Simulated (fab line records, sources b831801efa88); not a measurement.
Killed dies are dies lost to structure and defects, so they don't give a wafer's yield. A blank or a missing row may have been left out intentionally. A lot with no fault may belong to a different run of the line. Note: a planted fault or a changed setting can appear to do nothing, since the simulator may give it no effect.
Chamber matching -- flow sky130 -- SKY_CONTACT_ETCH_16 on rie_diel-02: 4 sister chambers
The step etches BARC in N2/H2, stops on SiO2, time 45.9 s, target depth 60 nm. 16 wafers are shown with their chamber, then 8 later ones without.

== WAFERS, EACH WITH ITS CHAMBER ==
wafer,chamber,drypump_motor_current_A (A),oes_product_au (a.u.),rf_fwd_power_W (W)
L074.2,0,5.8,0.852,494.5
L074.5,1,6.1,0.854,496.7
L074.6,0,5.8,0.851,493.5
L076.1,1,6.1,0.856,494.9
L076.3,0,5.8,0.857,495.3
L076.6,2,5.5,0.856,494.0
L077.2,2,5.4,0.849,495.6
L077.4,3,5.8,0.853,494.3
L077.5,3,5.8,0.849,496.1
L080.1,2,5.5,0.853,495.8
L080.2,3,5.8,0.858,495.5
L080.5,1,6.1,0.861,495.3
L083.2,3,5.8,0.853,494.9
L083.5,3,5.8,0.853,493.5
L083.6,2,5.4,0.855,493.9
L084.1,3,5.8,0.850,497.5

SIGNATURES (means of the wafers above)
reading,chamber 0,chamber 1,chamber 2,chamber 3,scatter within a chamber
drypump_motor_current_A,5.800,6.100,5.450,5.800,0.0289
oes_product_au,0.85333,0.85700,0.85325,0.85267,0.00322
rf_fwd_power_W,494.433,495.633,494.825,495.300,1.17
Rule: a wafer lies at a distance from a chamber equal to the root of the sum of squares, over the readings, of (its reading less the chamber's mean, divided by the reading's scatter). If the next closest chamber is less than 2 further off than the closest, the wafer can't be placed; otherwise it belongs to the closest. The scatter is the square root of a quotient: the sum, over the shown wafers, of each reading's squared deviation from its chamber's mean, divided by wafers minus chambers.

== WAFERS WHOSE CHAMBER IS MISSING ==
wafer,drypump_motor_current_A (A),oes_product_au (a.u.),rf_fwd_power_W (W)
L084.4,5.4,0.865,498.2
L084.5,5.8,0.860,493.4
L088.3,5.5,0.859,496.4
L088.4,5.8,0.853,494.3
L088.5,5.8,0.853,498.5
L095.2,5.5,0.855,494.6
L095.3,5.8,0.859,496.2
L095.6,5.8,0.847,492.1

== EACH ONE'S CHAMBER ==
wafer,from the rows above,in truth
L084.4,2,2
L084.5,can't be placed: 0 or 3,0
L088.3,2,2
L088.4,can't be placed: 0 or 3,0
L088.5,can't be placed: 3 or 0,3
L095.2,2,2
L095.3,can't be placed: 3 or 0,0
L095.6,can't be placed: 0 or 3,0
Placed correctly: 3 of 8. These rows do not allow placing 5 (true chamber among the candidates in 5). Number placed wrongly: 0.
